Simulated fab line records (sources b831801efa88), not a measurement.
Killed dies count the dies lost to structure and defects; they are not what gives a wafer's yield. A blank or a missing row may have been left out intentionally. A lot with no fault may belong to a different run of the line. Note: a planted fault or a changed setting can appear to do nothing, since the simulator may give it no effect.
Chamber matching    flow sky130    4 sister chambers for SKY_FIELD_ISO_ETCH_14 on rie-diel-03
The step etches BARC in N2/H2, stops on SiO2, time 45.9 s, target depth 60 nm. 16 wafers are shown with their chamber, then 8 later ones without.

WAFERS WITH THEIR CHAMBER
wafer   chamber  throttle-valve-pct (%)  oes-product-au (a.u.)  bias-w (W)
L077.2  2        13.218                  0.852                  99.61
L077.3  1        13.220                  0.855                  100.17
L077.6  3        13.223                  0.853                  99.99
L078.1  0        13.230                  0.853                  99.98
L078.4  3        13.240                  0.851                  100.07
L078.6  3        13.223                  0.857                  100.37
L079.1  2        13.214                  0.862                  100.01
L079.2  1        13.214                  0.853                  99.90
L079.4  3        13.218                  0.845                  100.25
L081.3  1        13.238                  0.848                  100.13
L081.4  2        13.221                  0.859                  100.44
L081.6  1        13.223                  0.853                  100.46
L085.1  3        13.229                  0.858                  100.44
L085.2  0        13.234                  0.856                  100.47
L085.6  1        13.225                  0.855                  100.12
L087.1  0        13.223                  0.851                  99.86

SIGNATURES, as means of the wafers listed above
reading             chamber 0  chamber 1  chamber 2  chamber 3  scatter within a chamber
throttle-valve-pct  13.22900   13.22400   13.21767   13.22660   0.00756
oes-product-au      0.85333    0.85280    0.85767    0.85280    0.00415
bias-w              100.1033   100.1560   100.0200   100.2240   0.268
Rule: for a wafer and a chamber, the distance is found by dividing, reading by reading, the gap between the wafer's reading and the chamber's mean by the reading's scatter, squaring, summing and taking the root. The wafer belongs to the nearest chamber; if the next one is less than 2 further off, it can't be placed. The scatter: take each reading less its chamber's mean, square it, sum over the shown wafers, divide by the number of wafers less the number of chambers, and take the root.

WAFERS WITHOUT THEIR CHAMBER
wafer   throttle-valve-pct (%)  oes-product-au (a.u.)  bias-w (W)
L087.3  13.239                  0.844                  100.13
L087.5  13.220                  0.846                  100.03
L091.2  13.209                  0.855                  99.95
L091.5  13.224                  0.855                  99.95
L091.6  13.222                  0.856                  99.70
L092.1  13.228                  0.857                  100.25
L092.4  13.222                  0.854                  99.72
L092.6  13.214                  0.852                  100.18

EACH ONE'S CHAMBER
wafer   from the rows above                in truth
L087.3  can't be placed: 0 or 3 or 1 or 2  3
L087.5  can't be placed: 1 or 3 or 0 or 2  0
L091.2  can't be placed: 2 or 1 or 3 or 0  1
L091.5  can't be placed: 1 or 0 or 2 or 3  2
L091.6  can't be placed: 2 or 0 or 1 or 3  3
L092.1  can't be placed: 3 or 0 or 1 or 2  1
L092.4  can't be placed: 2 or 1 or 0 or 3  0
L092.6  can't be placed: 1 or 2 or 3 or 0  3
0 of 8 placed correctly. Can't be placed from these rows: 8 (the true chamber is among the candidates in 8). Number placed wrongly: 0.
